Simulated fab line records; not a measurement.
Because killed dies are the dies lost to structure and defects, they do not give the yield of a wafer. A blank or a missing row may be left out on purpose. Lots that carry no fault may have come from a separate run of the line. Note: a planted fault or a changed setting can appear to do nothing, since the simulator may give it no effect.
fab line records	flow sky130
[record] lots = 7	wafers = 21	lastDay = 50
route steps=708 shown VIA3@586 METAL4@598
lots that met no fault: taken from a fault-free run of the same line
startH: hours from the record's first day to the start of the lot's first wafer shown	waitH: hours from the lot's prior step to this one	" the same as in the row above	L1.1+2: a row that stands for several wafers	- no value, or no start given	* or withheld: withheld	< > ~ a bound
route shown NAME@n: names a module that has steps shown in the file, with the first one's number in the route	usual: average and standard deviation across the fault-free wafers	same: alike in all rows	chamber/n: place in a boat	sites: per-site readings	_std_site: standard deviation of those values	_edge_site: inner sites' mean taken away from outer sites' mean	radiusMm: how far each site lies from the wafer's centre	mask NAME#n: copy n	behind: the most recent tool/chamber to have shaped the wafer	hold: the reason the lot was held/the length of the hold in hours/how it ended	device: transistor that didn't switch, given as n, p or np	end of line: tests of these same wafers at the route's end	a step without rows: its recipe alone	killed: the dies lost at the first sort to structure and to defects; this is not the yield of the wafer	map: per-die view of a wafer (x killed, . not killed, _ where there is no die)
set.NAME: the setting that was run; set.NAME@STEP: the one run at that earlier step	model.NAME: the simulator's own value behind a step, which no gauge read
a table for each step, a row for each wafer; lots at some steps of the route
services: a tool's chamber out of use, with start hour (startH, from the record's first day; less than 0 if before it), hours out, and reason
[[steps]]
[step SKY_VIA3_OVL_MEAS_13]
[usual] VIA3_OVL = -1/5
lot.wafer	tool	chamber	startH	waitH	VIA3_OVL[nm]
L805.2	overlay-01	-	980.31	0.1	4
L805.5	"	-	"	"	0
L805.6	"	-	"	"	1
L807.3	overlay-01	-	985.69	0.1	-7
L807.5	"	-	"	"	-1
L807.6	"	-	"	"	0
L814.2	overlay-01	-	1029.39	0.1	2
L814.5	"	-	"	"	5
L814.6	"	-	"	"	-4
L815.2	overlay-02	-	1036.84	0.1	2
L815.3	"	-	"	"	-3
L815.5	"	-	"	"	-7
L816.1	overlay-02	-	1041.71	0.1	-3
L816.4	"	-	"	"	2
L816.5	"	-	"	"	-5
L819.1	overlay-02	-	1058.78	0.1	1
L819.3	"	-	"	"	4
L819.5	"	-	"	"	0
L823.1	overlay-02	-	1079.46	0.1	0
L823.4	"	-	"	"	-1
L823.5	"	-	"	"	3
[step SKY_VIA3_ETCH_14]
[recipe] chemistry = N2/H2	target = BARC	ionEnergyEv = 200	sourceW = 500	biasW = 100	pressureMtorr = 30	n2FlowSccm = 100	h2FlowSccm = 200	stopOn = SiO2	timeS = 45.9	targetDepthA = 600
[usual] drypumpMotorCurrentA = 5.6/0.49	oesProductAu = 0.854/0.0048	throttleValvePct = 13.224/0.0094
lot.wafer	tool	chamber	startH	waitH	drypumpMotorCurrentA	oesProductAu	rfHoursCounterH	throttleValvePct
L805.2	rieDiel-04	1	980.34	0.0	6.2	0.857	3	13.232
L805.5	"	1	"	"	6.2	0.855	-	13.239
L805.6	"	0	"	"	5.0	0.853	-	13.211
L807.3	rieDiel-01	2	985.72	0.0	5.3	0.850	15	13.215
L807.5	"	2	"	"	5.3	0.850	-	13.230
L807.6	"	0	"	"	6.0	0.847	-	13.217
L814.2	rieDiel-03	0	1029.42	0.0	6.2	0.849	8	13.215
L814.5	"	2	"	"	6.1	0.858	-	13.230
L814.6	"	1	"	"	4.8	0.850	-	13.229
L815.2	rieDiel-01	3	1036.87	0.0	5.7	0.853	5	13.219
L815.3	"	0	"	"	6.0	0.857	7	13.227
L815.5	"	1	"	"	6.3	0.855	-	13.227
L816.1	rieDiel-03	3	1041.75	0.0	5.4	0.860	11	13.222
L816.4	"	0	"	"	6.2	0.860	9	13.209
L816.5	"	1	"	"	4.8	0.860	-	13.232
L819.1	rieDiel-03	1	1058.82	0.0	4.8	0.853	26	13.220
L819.3	"	2	"	"	6.1	0.847	14	13.213
L819.5	"	3	"	"	5.4	0.854	-	13.232
L823.1	rieDiel-04	2	1079.50	0.0	5.1	0.844	23	13.226
L823.4	"	3	"	"	5.4	0.858	13	13.227
L823.5	"	2	"	"	5.2	0.851	-	13.222
[step SKY_VIA3_ETCH_15]
[recipe] target = SiO2	chemistry = C4F8/O2/Ar	targetDepthNm = 507	stopOn = TiN	maskMaterial = KrF-thick	sourceW = 1500	biasW = 1200	pressureMtorr = 40	c4f8FlowSccm = withheld	O2_flow_sccm = 6	Ar_flow_sccm = 300	timeS = 78
[usual] oesProductAu = 0.937/0.0047
lot.wafer	tool	chamber	startH	waitH	oesProductAu	rfHoursCounterH
L805.2	rieDiel-04	1	980.39	0.0	0.940	3
L805.5	"	1	"	"	0.935	-
L805.6	"	0	"	"	0.935	-
L807.3	rieDiel-01	2	985.76	0.0	0.937	15
L807.5	"	2	"	"	0.939	-
L807.6	"	0	"	"	0.940	-
L814.2	rieDiel-03	0	1029.46	0.0	0.935	8
L814.5	"	2	"	"	0.938	-
L814.6	"	1	"	"	0.930	-
L815.2	rieDiel-01	3	1036.91	0.0	0.937	5
L815.3	"	0	"	"	0.937	7
L815.5	"	1	"	"	0.938	-
L816.1	rieDiel-03	3	1041.79	0.0	0.943	11
L816.4	"	0	"	"	0.933	9
L816.5	"	1	"	"	0.934	-
L819.1	rieDiel-03	1	1058.86	0.0	0.939	26
L819.3	"	2	"	"	0.939	14
L819.5	"	3	"	"	0.936	-
L823.1	rieDiel-04	2	1079.54	0.0	0.935	23
L823.4	"	3	"	"	0.937	13
L823.5	"	2	"	"	0.935	-
[step SKY_VIA3_STRIP_16]
[recipe] chemistry = O2/N2	powerW = 1400	pressureMtorr = 1500	platenTempC = withheld	o2FlowSccm = 3000	n2FlowSccm = 300	overashFraction = 0.5
[usual] drypumpMotorCurrentA = 5.4/0.67	oesProductAu = 0.402/0.0048	stripTimeToEndpointS = 4.128/0.028
lot.wafer	tool	chamber	startH	waitH	drypumpMotorCurrentA	oesProductAu	rfHoursCounterH	stripTimeToEndpointS
L805.2	plasmaAsher-01	1	980.45	0.0	5.0	0.403	46	4.127
L805.5	"	1	"	"	5.0	0.411	-	4.144
L805.6	"	0	"	"	4.8	0.399	-	4.181
L807.3	plasmaAsher-02	0	985.85	0.1	5.8	0.398	-	4.081
L807.5	"	1	"	"	6.4	0.394	-	4.107
L807.6	"	0	"	"	5.8	0.405	-	4.157
L814.2	plasmaAsher-04	0	1029.52	0.0	6.3	0.404	91	4.156
L814.5	"	1	"	"	5.0	0.403	-	4.122
L814.6	"	0	"	"	6.3	0.401	-	4.125
L815.2	plasmaAsher-01	1	1036.97	0.0	5.0	0.398	51	4.137
L815.3	"	0	"	"	4.8	0.397	-	4.151
L815.5	"	1	"	"	5.0	0.410	-	4.078
L816.1	plasmaAsher-04	1	1041.85	0.0	5.0	0.402	92	4.160
L816.4	"	1	"	"	5.0	0.398	-	4.118
L816.5	"	0	"	"	6.4	0.394	-	4.138
L819.1	plasmaAsher-04	1	1058.92	0.0	4.9	0.401	94	4.095
L819.3	"	0	"	"	6.3	0.406	-	4.139
L819.5	"	1	"	"	4.9	0.413	-	4.140
L823.1	plasmaAsher-04	1	1079.60	0.0	4.9	0.407	97	4.150
L823.4	"	0	"	"	6.4	0.400	-	4.166
L823.5	"	0	"	"	6.4	0.403	-	4.172
[step SKY_VIA3_STRIP_17]
[recipe] chemistry = postEtchResidueRemover	timeS = 1200	tempC = 72.5
[step SKY_VIA3_CLEAN_18]
[recipe] chemistry = IPA	timeS = 180	tempC = 25
[step SKY_VIA3_CLEAN_19]
[recipe] chemistry = O3/DIW	dry = n2Spin
[step SKY_VIA3_SPUTTER_20]
[recipe] material = TiN	targetThkNm = 20	chamberPressurePa = 5	powerW = 4000	timeS = 80
[step SKY_VIA3_CVD_21]
[recipe] material = W	targetThkNm = 390	timeS = 117.31	tempC = 400	pressureTorr = 40
[usual] heaterPowerW = 832/36
lot.wafer	tool	chamber	startH	waitH	heaterPowerW
L805.2	cvdW-01	1	981.11	0.0	801
L805.5	"	1	"	"	810
L805.6	"	0	"	"	886
L807.3	cvdW-01	0	986.66	0.1	871
L807.5	"	1	"	"	804
L807.6	"	0	"	"	870
L814.2	cvdW-02	1	1030.17	0.0	797
L814.5	"	0	"	"	817
L814.6	"	1	"	"	783
L815.2	cvdW-02	0	1037.64	0.0	807
L815.3	"	0	"	"	816
L815.5	"	0	"	"	803
L816.1	cvdW-01	0	1042.57	0.0	876
L816.4	"	1	"	"	815
L816.5	"	1	"	"	785
L819.1	cvdW-01	1	1059.82	0.0	812
L819.3	"	1	"	"	821
L819.5	"	0	"	"	876
L823.1	cvdW-01	0	1080.25	0.0	865
L823.4	"	0	"	"	872
L823.5	"	1	"	"	806
[step SKY_VIA3_RS_MEAS_22]
[recipe] thkMeasGauge = four-point-probe	reads = W_of_VIA3_CVD_21+TiN_of_VIA3_SPUTTER_20
[usual] VIA3_W_RS = 0.291/0.004
lot.wafer	tool	chamber	startH	waitH	VIA3_W_RS[ohm/sq]
L805.2	filmMetro-04	-	981.25	0.1	0.297
L805.5	"	-	"	"	0.293
L805.6	"	-	"	"	0.282
L807.3	filmMetro-04	-	986.78	0.1	0.291
L807.5	"	-	"	"	0.294
L807.6	"	-	"	"	0.287
L814.2	filmMetro-04	-	1030.32	0.1	0.286
L814.5	"	-	"	"	0.292
L814.6	"	-	"	"	0.284
L815.2	filmMetro-01	-	1037.78	0.1	0.295
L815.3	"	-	"	"	0.294
L815.5	"	-	"	"	0.291
L816.1	filmMetro-01	-	1042.69	0.1	0.288
L816.4	"	-	"	"	0.294
L816.5	"	-	"	"	0.294
L819.1	filmMetro-02	-	1059.94	0.1	0.292
L819.3	"	-	"	"	0.297
L819.5	"	-	"	"	0.288
L823.1	filmMetro-04	-	1080.37	0.1	0.286
L823.4	"	-	"	"	0.288
L823.5	"	-	"	"	0.294
[step SKY_VIA3_THK_MEAS_23]
[recipe] thkMeasGauge = xrf	reads = W_of_VIA3_CVD_21
[usual] VIA3_W_THK = 405/6.3
lot.wafer	tool	chamber	startH	waitH	VIA3_W_THK[nm]
L805.2	filmMetro-04	-	981.36	0.1	403
L805.5	"	-	"	"	404
L805.6	"	-	"	"	421
L807.3	filmMetro-04	-	986.88	0.1	402
L807.5	"	-	"	"	396
L807.6	"	-	"	"	408
L814.2	filmMetro-04	-	1030.43	0.1	414
L814.5	"	-	"	"	404
L814.6	"	-	"	"	417
L815.2	filmMetro-01	-	1037.89	0.1	405
L815.3	"	-	"	"	406
L815.5	"	-	"	"	409
L816.1	filmMetro-01	-	1042.81	0.1	416
L816.4	"	-	"	"	405
L816.5	"	-	"	"	404
L819.1	filmMetro-02	-	1060.06	0.1	401
L819.3	"	-	"	"	395
L819.5	"	-	"	"	408
L823.1	filmMetro-04	-	1080.49	0.1	408
L823.4	"	-	"	"	407
L823.5	"	-	"	"	398
[step SKY_VIA3_CMP_24]
[recipe] stopOn = SiO2	tOverpolishS = 20	downForcePsi = 3.5	platenRpm = 60	targetThkNm = 0	padVelocityMS = 0.94248
[step SKY_METAL4_SPUTTER_00]
[recipe] material = Ti	targetThkNm = 15	powerW = 3000	timeS = 10	chamberPressurePa = 0.4
[usual] cathodeDcPowerW = 3000.0/0.52	chamberPressurePa = 0.4000/0.00092	throttleValvePct = 30.0/0.85
lot.wafer	tool	chamber	startH	waitH	cathodeDcPowerW	chamberPressurePa	throttleValvePct
L805.2	pvdSputter-03	-	981.73	0.1	3000.5	0.3990	30.0
L805.5	"	-	"	"	2999.3	0.4005	30.2
L805.6	"	-	"	"	2999.8	0.4003	31.4
L807.3	pvdSputter-02	-	987.25	0.2	3000.3	0.4006	29.9
L807.5	"	-	"	"	2999.0	0.3998	30.1
L807.6	"	-	"	"	3001.0	0.4000	30.0
L814.2	pvdSputter-01	-	1030.78	0.1	-	-	-
L814.5	"	-	"	"	-	-	-
L814.6	"	-	"	"	-	-	-
L815.2	pvdSputter-03	-	1038.24	0.1	-	-	-
L815.3	"	-	"	"	-	-	-
L815.5	"	-	"	"	-	-	-
L816.1	pvdSputter-01	-	1043.17	0.2	-	-	-
L816.4	"	-	"	"	-	-	-
L816.5	"	-	"	"	-	-	-
L819.1	pvdSputter-02	-	1060.68	0.1	3000.5	0.4020	30.2
L819.3	"	-	"	"	2999.5	0.3996	29.5
L819.5	"	-	"	"	3000.0	0.3988	30.1
L823.1	pvdSputter-01	-	1081.04	0.1	3000.2	0.3986	30.3
L823.4	"	-	"	"	2999.6	0.3999	29.2
L823.5	"	-	"	"	3000.3	0.3999	31.4
[step SKY_METAL4_SPUTTER_01]
[recipe] material = TiN	targetThkNm = 20	powerW = 6500	timeS = 16.7	chamberPressurePa = 0.4
[usual] cathodeDcPowerW = 6500.1/1.1	chamberPressurePa = 0.4001/0.00074	throttleValvePct = 30.0/0.86
lot.wafer	tool	chamber	startH	waitH	cathodeDcPowerW	chamberPressurePa	throttleValvePct
L805.2	pvdSputter-03	-	981.75	0.0	6501.4	0.3997	29.8
L805.5	"	-	"	"	6500.5	0.3997	30.2
L805.6	"	-	"	"	6498.8	0.4003	31.6
L807.3	pvdSputter-02	-	987.27	0.0	6499.5	0.3994	29.7
L807.5	"	-	"	"	6500.3	0.4013	29.9
L807.6	"	-	"	"	6498.7	0.4003	29.7
L814.2	pvdSputter-01	-	1030.80	0.0	6499.9	0.4000	31.3
L814.5	"	-	"	"	6501.3	0.4000	29.1
L814.6	"	-	"	"	6500.5	0.3983	28.6
L815.2	pvdSputter-03	-	1038.26	0.0	6499.7	0.3987	29.9
L815.3	"	-	"	"	6499.2	0.4006	30.6
L815.5	"	-	"	"	6499.3	0.3988	30.1
L816.1	pvdSputter-01	-	1043.20	0.0	6500.1	0.3994	30.3
L816.4	"	-	"	"	6499.5	0.4011	28.8
L816.5	"	-	"	"	6499.8	0.3993	28.2
L819.1	pvdSputter-02	-	1060.71	0.0	6498.7	0.3999	30.3
L819.3	"	-	"	"	6500.3	0.3994	29.9
L819.5	"	-	"	"	6500.9	0.3995	30.1
L823.1	pvdSputter-01	-	1081.07	0.0	6501.0	0.4007	30.3
L823.4	"	-	"	"	6499.9	0.4001	29.1
L823.5	"	-	"	"	6499.3	0.3995	31.7
[[services]]
tool	chamber	startH	hours	kind
plasmaAsher-04	-	963.41	3.7	repair
plasmaAsher-02	-	970.39	4.0	repair
plasmaAsher-01	-	983.19	2.0	repair
rieDiel-01	3	984.07	2.1	repair
plasmaAsher-01	-	985.22	3.9	repair
rieDiel-01	-	991.41	0.4	repair
pvdSputter-02	-	1034.69	4.7	repair
pvdSputter-02	-	1054.41	2.0	repair
pvdSputter-01	-	1060.07	2.2	repair
rieDiel-03	-	1072.41	2.8	pm
rieDiel-04	0	1074.27	4.7	repair
[[key]]
[firstSign] step = SKY_METAL4_SPUTTER_00	reading = toolRecord	direction = missing
effect none on later readings
metAt SKY_METAL4_SPUTTER_00
struckWafers L814.2,L814.5,L814.6,L815.2,L815.3,L815.5,L816.1,L816.4,L816.5
laterRowsLeftOut L814.2,L814.5,L814.6,L815.2,L815.3,L815.5,L816.1,L816.4,L816.5
sortLeftOut L814.2,L814.5,L814.6,L815.2,L815.3,L815.5,L816.1,L816.4,L816.5
onsetBetween 981.73 1030.78
[fault] kind = skippedStepWhole	tool = pvdSputter-01,pvdSputter-03	chamber = -	onsetH = 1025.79	steps = SKY_METAL4_SPUTTER_00	scope = struckLotsOnly
// sortLeftOut: the simulated sort isn't trusted on such a fault, so these wafers' sort isn't shown, and their yield isn't known
// laterRowsLeftOut: the simulator's readings of these wafers behind a module that went badly wrong aren't trusted and aren't shown, but for the sort
